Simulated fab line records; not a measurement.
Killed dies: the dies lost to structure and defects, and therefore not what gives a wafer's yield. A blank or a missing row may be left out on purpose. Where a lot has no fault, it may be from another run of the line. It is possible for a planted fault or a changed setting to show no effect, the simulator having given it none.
fab line records    flow sfqLine
record lots=14  wafers=42  lastDay=91
route steps=325 shown I2@105 M4@150 I4@163
lots untouched by any fault: they come from a run of this same line in which no faults occurred
startH: hours from the record's first day to the start of the lot's first wafer shown    waitH: hours since the lot's step before    " as in the row above    L1.1+2: a single row standing in for several wafers    - no value, or no start given    * or withheld: withheld    < > ~ a bound
route shown NAME@n: a module of which the file shows steps, and the number in the route of the first    usual: mean and standard deviation over wafers with no fault    same: alike in all rows    chamber/n: place in a boat    sites: per-site readings    _std_site: standard deviation of those values    _edge_site: mean of outer sites minus mean of inner sites    radiusMm: how far each site lies from the wafer's centre    mask NAME#n: copy n    behind: tool/chamber where the wafer was last shaped    hold: reason for holding the lot/hours on hold/outcome of the hold    device: the n, p or np transistor that did not switch    end of line: at the end of the route, the tests of the same wafers    a step without rows: its recipe alone    killed: dies lost to structure and defects at the first sort, not the wafer's yield    map: the dies of a wafer, with x for killed, . for not killed, _ for no die there
set.NAME: the run value of the setting; set.NAME@STEP: its run value at that earlier step    model.NAME: the simulator's own value behind a step, which no gauge read
the route's steps for a sample of lots (tables are steps, rows are wafers)
services: when a tool's chamber went out of use (startH, in hours from the record's first day, below 0 if earlier), for how many hours, and the reason
## steps
# step SFQ_I2_BOW_MEAS_917
# recipe mode=bow
# usual I2_BOW=2/7.7
lot.wafer  tool          chamber  startH  waitH  I2_BOW[um]
L387.1     filmMetro-01  -        575.11  2.5    -3
L387.3     "             -        "       "      20
L387.4     "             -        "       "      1
L388.2     filmMetro-01  -        582.46  1.5    -8
L388.5     "             -        "       "      3
L388.6     "             -        "       "      1
L390.1     filmMetro-02  -        586.13  2.5    4
L390.3     "             -        "       "      3
L390.4     "             -        "       "      -6
L392.4     filmMetro-02  -        594.50  2.6    -5
L392.5     "             -        "       "      -4
L392.6     "             -        "       "      -12
L393.3     filmMetro-03  -        640.32  1.5    -3
L393.4     "             -        "       "      7
L393.6     "             -        "       "      14
L394.2     filmMetro-02  -        681.44  1.5    0
L394.3     "             -        "       "      -8
L394.6     "             -        "       "      -12
L395.1     filmMetro-02  -        692.88  1.0    3
L395.4     "             -        "       "      -2
L395.5     "             -        "       "      1
L397.2     filmMetro-01  -        872.66  2.5    11
L397.3     "             -        "       "      7
L397.6     "             -        "       "      4
L399.1     filmMetro-01  -        914.64  2.5    -2
L399.3     "             -        "       "      -4
L399.4     "             -        "       "      -13
L401.1     filmMetro-03  -        941.20  2.5    7
L401.2     "             -        "       "      14
L401.6     "             -        "       "      15
L404.1     filmMetro-03  -        959.75  1.5    -2
L404.4     "             -        "       "      -3
L404.5     "             -        "       "      3
L405.1     filmMetro-02  -        965.64  1.5    -9
L405.5     "             -        "       "      7
L405.6     "             -        "       "      13
L406.1     filmMetro-02  -        969.56  2.5    -4
L406.2     "             -        "       "      -2
L406.6     "             -        "       "      2
L408.1     filmMetro-01  -        975.89  1.5    12
L408.3     "             -        "       "      7
L408.5     "             -        "       "      7
# step SFQ_M4_RS_MEAS_924
# recipe thkMeasGauge=four-point-probe  reads=Nb_of_TRILAYER_M4_DEP_SPUTTER_091
# usual M4_NB_RS=0.890/0.0089
lot.wafer  tool          chamber  startH   waitH  M4_NB_RS[ohm/sq]
L387.1     filmMetro-04  -        1059.89  0.0    0.894
L387.3     "             -        "        "      0.903
L387.4     "             -        "        "      0.899
L388.2     filmMetro-02  -        1066.39  0.1    0.888
L388.5     "             -        "        "      0.890
L388.6     "             -        "        "      0.891
L390.1     filmMetro-03  -        1073.78  0.0    0.886
L390.3     "             -        "        "      0.889
L390.4     "             -        "        "      0.888
L392.4     filmMetro-03  -        1084.43  0.1    0.882
L392.5     "             -        "        "      0.888
L392.6     "             -        "        "      0.887
L393.3     filmMetro-03  -        1115.73  0.1    0.878
L393.4     "             -        "        "      0.879
L393.6     "             -        "        "      0.880
L394.2     filmMetro-02  -        1137.31  0.1    0.891
L394.3     "             -        "        "      0.901
L394.6     "             -        "        "      0.893
L395.1     filmMetro-02  -        1142.09  0.0    0.892
L395.4     "             -        "        "      0.898
L395.5     "             -        "        "      0.892
L397.2     filmMetro-03  -        1160.11  0.1    0.885
L397.3     "             -        "        "      0.896
L397.6     "             -        "        "      0.892
L399.1     filmMetro-03  -        1190.34  0.0    0.884
L399.3     "             -        "        "      0.892
L399.4     "             -        "        "      0.886
L401.1     filmMetro-04  -        1201.07  0.0    0.913
L401.2     "             -        "        "      0.901
L401.6     "             -        "        "      0.909
L404.1     filmMetro-03  -        1231.09  0.0    0.887
L404.4     "             -        "        "      0.881
L404.5     "             -        "        "      0.883
L405.1     filmMetro-02  -        1232.30  0.0    0.880
L405.5     "             -        "        "      0.890
L405.6     "             -        "        "      0.881
L406.1     filmMetro-04  -        1242.96  0.0    0.900
L406.2     "             -        "        "      0.887
L406.6     "             -        "        "      0.899
L408.1     filmMetro-03  -        1256.83  0.0    0.874
L408.3     "             -        "        "      0.875
L408.5     "             -        "        "      0.875
# step SFQ_TRILAYER_I4_DEP_PECVD_099
# recipe material=SiO2  tempC=150  timeS=111.11  pressureTorr=2.4  rfW=183.3  precursor=SiH4/N2O  targetThkNm=500
# usual chamberPressureTorr=2.400/0.0049  heaterPowerW=72/13  rfFwdPowerW=182.3/0.6  throttleValvePct=24.5/1
# same timeS=111.11
lot.wafer  tool      chamber  startH   waitH  chamberPressureTorr  heaterPowerW  rfFwdPowerW  throttleValvePct
L387.1     pecvd-02  2        1189.06  0.0    2.396                74            181.6        24.8
L387.3     "         0        "        "      2.400                65            182.8        24.8
L387.4     "         0        "        "      2.398                69            182.3        24.7
L388.2     pecvd-04  0        1199.70  0.0    2.403                62            182.1        24.9
L388.5     "         2        "        "      2.398                92            182.7        25.2
L388.6     "         0        "        "      2.395                64            181.7        25.1
L390.1     pecvd-03  0        1209.04  0.0    2.394                76            182.6        22.8
L390.3     "         2        "        "      2.398                72            181.5        25.3
L390.4     "         0        "        "      2.402                78            182.2        22.5
L392.4     pecvd-04  2        1219.07  0.0    2.401                92            182.7        24.9
L392.5     "         0        "        "      2.405                59            182.3        24.9
L392.6     "         1        "        "      2.399                69            183.1        25.3
L393.3     pecvd-04  0        1249.81  0.0    2.398                55            183.1        25.0
L393.4     "         2        "        "      2.393                92            183.1        24.9
L393.6     "         1        "        "      2.403                65            183.3        25.7
L394.2     pecvd-03  0        1276.33  0.0    2.399                73            182.2        23.0
L394.3     "         1        "        "      2.407                73            181.9        25.8
L394.6     "         1        "        "      2.402                76            181.1        26.0
L395.1     pecvd-02  1        1278.73  0.0    2.399                56            182.0        24.6
L395.4     "         0        "        "      2.392                62            182.3        25.1
L395.5     "         1        "        "      2.402                58            182.6        24.3
L397.2     pecvd-04  0        1298.03  0.0    2.404                55            181.9        25.0
L397.3     "         1        "        "      2.404                77            182.7        25.4
L397.6     "         2        "        "      2.400                100           182.8        25.1
L399.1     pecvd-02  1        1324.43  0.0    2.396                42            211.6        24.7
L399.3     "         2        "        "      2.405                75            181.4        25.2
L399.4     "         2        "        "      2.394                79            180.6        25.2
L401.1     pecvd-02  0        1330.60  0.0    2.406                76            181.9        25.2
L401.2     "         2        "        "      2.406                85            181.3        24.9
L401.6     "         1        "        "      2.393                42            211.5        24.5
L404.1     pecvd-04  1        1360.55  0.0    2.401                81            181.8        24.0
L404.4     "         1        "        "      2.410                83            182.0        24.0
L404.5     "         2        "        "      2.405                92            181.5        22.1
L405.1     pecvd-03  2        1362.95  0.0    2.393                86            181.3        25.5
L405.5     "         2        "        "      2.397                76            181.3        25.5
L405.6     "         0        "        "      2.403                68            182.8        23.1
L406.1     pecvd-04  0        1377.48  0.0    2.399                55            183.5        23.8
L406.2     "         1        "        "      2.402                80            181.7        24.2
L406.6     "         2        "        "      2.403                97            183.0        22.1
L408.1     pecvd-04  2        1388.70  0.0    2.399                88            181.9        22.2
L408.3     "         0        "        "      2.400                45            182.9        23.8
L408.5     "         1        "        "      2.401                84            183.1        24.2
# step SFQ_TRILAYER_I4_CMP_CMP_100
# recipe material=SiO2  downForcePsi=3  platenRpm=60  padVelocityMS=0.94248
# usual motorCurrentA=10.0/1.4  timeToEndpointS=215/5.8
lot.wafer  tool    chamber  startH   waitH  motorCurrentA  timeToEndpointS
L387.1     cmp-01  3        1192.04  2.9    8.8            211
L387.3     "       0        "        "      8.0            211
L387.4     "       1        "        "      9.5            218
L388.2     cmp-02  3        1201.84  2.1    8.0            210
L388.6     "       0        "        "      10.2           213
L388.5     "       1        "        "      10.2           214
L390.3     cmp-01  3        1209.12  0.0    8.5            204
L390.1     "       1        1210.12  1.0    9.4            209
L390.4     "       2        "        "      12.5           214
L392.4     cmp-02  1        1221.69  2.6    10.1           222
L392.5     "       1        1223.69  4.6    10.8           220
L392.6     "       2        "        "      11.5           219
L393.4     cmp-02  1        1252.17  2.3    10.7           219
L393.3     "       3        1253.17  3.3    8.6            213
L393.6     "       2        1254.67  4.8    11.0           219
L394.2     cmp-02  1        1277.72  1.3    10.6           208
L394.3     "       2        "        "      11.6           210
L394.6     "       2        1280.22  3.8    11.6           210
L395.4     cmp-01  1        1279.31  0.5    9.2            212
L395.1     "       3        1280.31  1.5    8.5            206
L395.5     "       1        1281.31  2.5    9.4            213
L397.3     cmp-01  2        1300.51  2.4    11.5           211
L397.2     "       0        1301.51  3.4    8.4            214
L397.6     "       2        1302.51  4.4    11.9           217
L399.4     cmp-02  1        1324.51  0.0    10.4           217
L399.3     "       2        "        "      12.0           219
L399.1     "       3        "        "      8.1            229
L401.2     cmp-01  1        1331.18  0.5    9.2            217
L401.1     "       3        1332.18  1.5    8.5            211
L401.6     "       0        "        "      8.7            239
L404.4     cmp-01  2        1362.91  2.3    12.0           221
L404.1     "       3        "        "      8.3            207
L404.5     "       3        1365.41  4.8    8.5            224
L405.1     cmp-01  3        1367.41  4.4    8.7            215
L405.6     "       0        "        "      8.7            223
L405.5     "       1        "        "      9.0            218
L406.1     cmp-02  3        1377.56  0.0    8.8            211
L406.2     "       0        "        "      11.3           219
L406.6     "       3        1379.56  2.0    8.0            221
L408.1     cmp-02  2        1388.78  0.0    11.7           211
L408.3     "       1        1390.28  1.5    9.9            217
L408.5     "       3        1391.28  2.5    8.4            216
# step SFQ_TRILAYER_I4_VIA_STRIP_STRIP_107
# recipe gas=O2  powerW=200  platenTempC=40  overashFraction=0.65  chemistry=O2  pressureMtorr=50
# usual drypumpMotorCurrentA=5.9/0.44  oesProductAu=0.997/0.0071
lot.wafer  tool         chamber  startH   waitH  drypumpMotorCurrentA  oesProductAu  rfHoursCounterH
L387.1     rieMetal-04  1        1200.05  -      5.8                   1.001         130
L387.3     "            1        "        "      5.8                   1.001         -
L387.4     "            0        "        "      5.1                   1.002         -
L388.2     rieMetal-01  0        1207.09  -      6.5                   1.001         104
L388.5     "            0        "        "      6.4                   0.997         -
L388.6     "            1        "        "      5.9                   1.005         -
L390.1     rieMetal-01  0        1219.39  -      6.5                   0.994         106
L390.3     "            1        "        "      5.9                   0.999         -
L390.4     "            0        "        "      6.4                   0.987         -
L392.4     rieMetal-01  0        1233.99  -      6.5                   1.001         -
L392.5     "            0        "        "      6.4                   0.999         -
L392.6     "            1        "        "      5.9                   1.002         -
L393.3     rieMetal-02  0        1259.26  -      6.3                   0.982         -
L393.4     "            1        "        "      5.4                   0.997         -
L393.6     "            1        "        "      5.4                   0.996         -
L394.2     rieMetal-02  1        1284.60  -      5.4                   0.995         117
L394.3     "            1        "        "      5.4                   1.002         -
L394.6     "            1        "        "      5.4                   1.002         -
L395.1     rieMetal-04  1        1285.80  -      5.8                   1.003         5
L395.4     "            0        "        "      5.1                   1.004         -
L395.5     "            1        "        "      5.8                   1.005         -
L397.2     rieMetal-01  0        1307.27  -      6.4                   0.998         120
L397.3     "            1        "        "      5.9                   1.013         -
L397.6     "            0        "        "      6.5                   0.994         -
L399.1     rieMetal-02  1        1331.27  -      5.4                   0.998         123
L399.3     "            0        "        "      6.3                   0.992         -
L399.4     "            1        "        "      5.4                   0.995         -
L401.1     rieMetal-04  0        1337.97  -      5.1                   0.998         92
L401.2     "            1        "        "      5.9                   0.999         13
L401.6     "            1        "        "      5.8                   1.006         -
L404.1     rieMetal-01  0        1369.67  -      6.4                   0.989         1
L404.4     "            0        "        "      6.5                   0.997         -
L404.5     "            0        "        "      6.5                   0.983         -
L405.1     rieMetal-04  1        1373.66  -      5.8                   0.997         18
L405.5     "            1        "        "      5.8                   1.002         -
L405.6     "            0        "        "      5.1                   0.991         -
L406.1     rieMetal-04  0        1508.72  -      5.1                   1.008         118
L406.2     "            1        "        "      5.9                   1.003         39
L406.6     "            0        "        "      5.1                   0.995         -
L408.1     rieMetal-02  0        1522.97  -      6.3                   0.991         7
L408.3     "            1        "        "      5.5                   0.996         -
L408.5     "            0        "        "      6.3                   0.991         -
## services
tool         chamber  startH   hours  kind
pecvd-04     -        1165.99  1.2    repair
pecvd-02     1        1176.79  6.4    repair
rieMetal-02  -        1189.74  2.8    pm
pecvd-04     -        1190.39  1.1    repair
cmp-02       -        1243.16  6.0    pm
cmp-01       -        1256.30  4.0    pm
cmp-02       -        1259.80  0.6    repair
rieMetal-01  -        1272.33  0.2    repair
pecvd-04     -        1275.94  0.4    repair
pecvd-04     -        1278.44  1.1    repair
pecvd-04     -        1316.75  14.0   pm
rieMetal-04  -        1353.39  2.8    pm
cmp-02       -        1375.56  0.7    repair
cmp-01       -        1399.53  9.2    repair
cmp-01       -        1415.91  1.4    repair
cmp-02       -        1417.47  2.2    repair
cmp-01       -        1429.34  3.3    pm
cmp-02       -        1432.28  4.0    pm
cmp-02       -        1460.34  3.0    repair
cmp-01       -        1462.59  2.3    repair
cmp-02       -        1474.61  3.3    pm
cmp-02       -        1497.22  3.5    repair
pecvd-04     -        1506.68  6.0    pm
cmp-02       -        1515.89  3.9    repair
## key
firstSign step=SFQ_TRILAYER_I4_DEP_PECVD_099  reading=rfFwdPowerW  direction=up  sigmas=49  usual=182.3  struck=211.6
effect step=SFQ_TRILAYER_I4_CMP_CMP_100  reading=timeToEndpointS  direction=up  sigmas=3.3  usual=*  struck=*
metAt SFQ_TRILAYER_I4_DEP_PECVD_099
struckLots L399,L401
struckWafers L399.1,L401.6
notActingAt SFQ_I2_BOW_MEAS_917,SFQ_M4_RS_MEAS_924,SFQ_TRILAYER_I4_VIA_STRIP_STRIP_107
onsetBetween 1278.73 1324.43
fault kind=processParameterDrift  tool=pecvd-02  chamber=1  onsetH=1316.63  steps=SFQ_TRILAYER_I4_DEP_PECVD_099  channel=rfW  offset=29.328  shape=step  endH=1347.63  actsIn=theseRecipesOnly  stated=183.3
